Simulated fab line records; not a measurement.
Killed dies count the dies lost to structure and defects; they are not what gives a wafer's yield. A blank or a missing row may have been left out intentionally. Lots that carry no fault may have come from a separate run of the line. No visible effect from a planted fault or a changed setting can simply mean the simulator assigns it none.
Which tool is to blame?    flow gf180mcu    39 wafers from 13 lots sampled at 4 of the route's 602 steps

== WHAT EACH GAUGE READ, for each wafer ==
GF_V5_THK_MEAS_25: measures by xrf. Usual: V5_W_THK gives 351 nm (standard deviation 4.1).
lot   measured      on             V5_W_THK (nm)  flag
L736  day 27 03:19  film_metro-03  352 349 347    
L737  day 27 08:09  film_metro-03  349 352 352    
L738  day 28 06:01  film_metro-02  356 356 355    
L739  day 28 07:38  film_metro-04  347 349 356    
L741  day 28 19:16  film_metro-03  353 354 350    
L743  day 29 10:52  film_metro-04  349 344 348    
L744  day 29 13:40  film_metro-03  351 350 348    
L745  day 30 02:34  film_metro-03  343 349 346    
L746  day 30 09:20  film_metro-03  351 348 350    
L749  day 31 09:23  film_metro-04  351 348 351    
L756  day 32 23:31  film_metro-03  351 350 347    
L757  day 33 03:21  film_metro-02  358 358 355    
L759  day 33 15:02  film_metro-02  357 354 357    

GF_PASSIVATION_THK_MEAS_03. Usual: PASSIVATION_CVD_02_THK gives 699 nm (standard deviation 8.4).
lot   measured      on             PASSIVATION_CVD_02_THK (nm)  flag
L736  day 28 01:26  film_metro-04  688 693 709                  
L737  day 28 05:36  film_metro-01  685 691 697                  
L738  day 29 02:58  film_metro-01  688 698 694                  
L739  day 29 04:48  film_metro-02  675 678 695                  
L741  day 29 15:26  film_metro-01  700 695 712                  
L743  day 30 06:51  film_metro-04  696 713 699                  
L744  day 30 10:22  film_metro-01  689 697 702                  
L745  day 30 22:16  film_metro-04  688 709 698                  
L746  day 31 05:11  film_metro-01  687 688 703                  
L749  day 32 04:16  film_metro-04  693 703 705                  
L756  day 33 17:35  film_metro-04  695 697 709                  
L757  day 33 20:43  film_metro-01  696 717 706                  
L759  day 34 08:13  film_metro-04  698 707 711                  

== WHAT TOOL EACH LOT RAN ON (gives the tool, then ch and the chambers of the sampled wafers, and finally the start) ==
lot   GF_MIM_SPUTTER_03             GF_V5_SPUTTER_21
L736  pvd_sputter-02, day 24 07:27  pvd_sputter-01, day 27 02:58
L737  pvd_sputter-02, day 24 13:37  pvd_sputter-04, day 27 07:49
L738  pvd_sputter-02, day 25 13:41  pvd_sputter-04, day 28 05:40
L739  pvd_sputter-02, day 25 14:04  pvd_sputter-04, day 28 07:17
L741  pvd_sputter-02, day 26 03:38  pvd_sputter-03, day 28 18:56
L743  pvd_sputter-04, day 26 19:49  pvd_sputter-03, day 29 10:31
L744  pvd_sputter-04, day 27 01:58  pvd_sputter-04, day 29 13:19
L745  pvd_sputter-02, day 27 14:13  pvd_sputter-04, day 30 02:14
L746  pvd_sputter-04, day 27 20:38  pvd_sputter-01, day 30 08:59
L749  pvd_sputter-02, day 28 22:41  pvd_sputter-03, day 31 09:02
L756  pvd_sputter-03, day 30 18:07  pvd_sputter-01, day 32 23:11
L757  pvd_sputter-04, day 30 20:25  pvd_sputter-01, day 33 03:00
L759  pvd_sputter-04, day 31 11:11  pvd_sputter-04, day 33 14:43
- GF_MIM_SPUTTER_03: material Ti, target thk 10 nm, time 6.7 s.
- GF_V5_SPUTTER_21: material Ti, target thk 15 nm, time 80.02 s.

== WHAT THE TOOLS THEMSELVES READ (means of the sampled wafers that have a number; where no wafer has one, the mark that the record gives instead) ==
GF_MIM_SPUTTER_03. Usual: 30.5 % for throttle_valve_pct, sd 0.95.
lot   tool            throttle_valve_pct (%)  flag
L736  pvd_sputter-02  30.7                    
L737  pvd_sputter-02  31.3                    
L738  pvd_sputter-02  30.9                    
L739  pvd_sputter-02  30.7                    
L741  pvd_sputter-02  31.1                    
L743  pvd_sputter-04  30.7                    
L744  pvd_sputter-04  30.8                    
L745  pvd_sputter-02  31.1                    
L746  pvd_sputter-04  30.3                    
L749  pvd_sputter-02  31.3                    
L756  pvd_sputter-03  31.0                    
L757  pvd_sputter-04  29.9                    
L759  pvd_sputter-04  29.6                    

GF_V5_SPUTTER_21. Usual: 29.8 % for throttle_valve_pct, sd 1.2.
lot   tool            throttle_valve_pct (%)  flag
L736  pvd_sputter-01  29.6                    
L737  pvd_sputter-04  29.8                    
L738  pvd_sputter-04  29.8                    
L739  pvd_sputter-04  30.0                    
L741  pvd_sputter-03  31.1                    
L743  pvd_sputter-03  30.8                    
L744  pvd_sputter-04  29.5                    
L745  pvd_sputter-04  29.9                    
L746  pvd_sputter-01  29.5                    
L749  pvd_sputter-03  29.9                    
L756  pvd_sputter-01  28.7                    
L757  pvd_sputter-01  28.5                    
L759  pvd_sputter-04  29.7                    

== THE ANSWER, worked out from the rows above alone ==
Rule: a lot is off if the mean of its wafers that have a number lies more than 3 standard deviations from the usual mean. Also off: a lot with no number at a reading for which 4 or more lots have one. The other lots that the step has rows for count as sound. The gauges are gone through in route order, then the tools' own readings, and for those a lot's mean is taken as printed above. At the first step where some lot is off, the reading lying furthest off is the one used; lots without a number count as furthest.
No lot is off on any of the readings shown, so nothing can be concluded from this.

== WHAT WAS PUT IN BY THE SIMULATOR ==
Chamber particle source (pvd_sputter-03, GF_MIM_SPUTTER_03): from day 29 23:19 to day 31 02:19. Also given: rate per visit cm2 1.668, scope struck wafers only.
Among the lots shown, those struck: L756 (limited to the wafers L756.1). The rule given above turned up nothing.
